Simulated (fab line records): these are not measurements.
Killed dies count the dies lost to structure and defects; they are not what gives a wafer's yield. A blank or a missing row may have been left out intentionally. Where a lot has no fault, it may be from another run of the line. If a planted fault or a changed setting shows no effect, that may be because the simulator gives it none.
Chamber matching :: flow sky130 :: SKY_VIA3_CMP_02 on cmp-02: 4 sister chambers
The step polishes SiO2. 7 wafers are shown with their chamber, then 7 later ones without.

## WAFERS, EACH WITH ITS CHAMBER
wafer: L236.1
chamber: 0
motorCurrentA (A): 11.9

wafer: L236.3
chamber: 1
motorCurrentA (A): 15.4

wafer: L236.5
chamber: 0
motorCurrentA (A): 11.7

wafer: L240.5
chamber: 3
motorCurrentA (A): 10.8

wafer: L240.6
chamber: 2
motorCurrentA (A): 11.1

wafer: L243.1
chamber: 2
motorCurrentA (A): 11.6

wafer: L243.2
chamber: 3
motorCurrentA (A): 10.9

## WAFERS WITHOUT THEIR CHAMBER
wafer: L243.6
motorCurrentA (A): 15.1

wafer: L248.2
motorCurrentA (A): 11.7

wafer: L248.3
motorCurrentA (A): 11.2

wafer: L248.5
motorCurrentA (A): 12.1

wafer: L250.1
motorCurrentA (A): 11.4

wafer: L250.2
motorCurrentA (A): 12.2

wafer: L250.4
motorCurrentA (A): 11.2

## CHAMBER TAKEN BY EACH
wafer: L243.6
from the rows above: 1
in truth: 1

wafer: L248.2
from the rows above: can't be placed: 0 or 2
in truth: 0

wafer: L248.3
from the rows above: can't be placed: 2 or 3
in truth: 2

wafer: L248.5
from the rows above: 0
in truth: 0

wafer: L250.1
from the rows above: can't be placed: 2 or 0
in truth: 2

wafer: L250.2
from the rows above: 0
in truth: 0

wafer: L250.4
from the rows above: can't be placed: 2 or 3
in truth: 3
Placed correctly: 3 of 7. From these rows, 4 cannot be placed; in 4 the true chamber is one of the candidates. Wrongly placed: 0.
How it was worked out, from the rows above alone: a wafer's distance from a chamber is the root of the sum, over the readings, of the square of ((its reading less the chamber's mean) divided by the reading's scatter). The wafer belongs to the nearest chamber; if the next one is less than 2 further off, it can't be placed. Each chamber's mean is taken over the wafers shown for it. The scatter: take each reading less its chamber's mean, square it, sum over the shown wafers, divide by the number of wafers less the number of chambers, and take the root.
